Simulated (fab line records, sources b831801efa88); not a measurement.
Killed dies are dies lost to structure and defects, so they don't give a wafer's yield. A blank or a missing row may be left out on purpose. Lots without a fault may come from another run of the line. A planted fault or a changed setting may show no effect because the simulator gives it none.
Which tool did it? | flow sky130 | 7 lots, 21 wafers sampled, at 1 step of a route of 708

WHAT THE GAUGES READ, wafer by wafer
SKY_FIELD_ISO_THK_MEAS_04.
lot  | measured    | on            | FIELD_ISO_CVD_03_THK (nm)
L373 | day 1 21:24 | film_metro-03 | 165.7 166.2 166.5
L376 | day 2 13:26 | film_metro-02 | 167.8 167.7 165.1
L378 | day 2 22:24 | film_metro-01 | 166.2 167.6 165.1
L382 | day 3 17:35 | film_metro-03 | 165.1 167.7 168.7
L388 | day 4 23:45 | film_metro-01 | 165.7 165.9 165.7
L393 | day 5 23:23 | film_metro-02 | 167.7 166.5 166.1
L395 | day 6 09:49 | film_metro-03 | 167.2 165.5 166.5

WHICH TOOL RAN EACH LOT (tool, then ch and the chambers of the sampled wafers, then the start)
The record holds no process step before these readings.

THE ANSWER, worked out from the rows above alone
Rule: what is usual is taken from the lots themselves. Put in order of their means at a reading, lots are off if they are a third of the lots or fewer, leave a main group of 4 or more, and stand apart from it by a gap of 3 or more times the standard deviation of the main group's means; of several such gaps the widest counts. A main group whose means are all the same, to the digits that the tables above print for the reading, isn't used. A lot without any number at a reading at which 4 lots or more have one is off too. The other lots that the step has rows for count as sound.
No lot is off at any reading shown: from this, nothing can be told.

WHAT THE SIMULATOR HAD PUT IN
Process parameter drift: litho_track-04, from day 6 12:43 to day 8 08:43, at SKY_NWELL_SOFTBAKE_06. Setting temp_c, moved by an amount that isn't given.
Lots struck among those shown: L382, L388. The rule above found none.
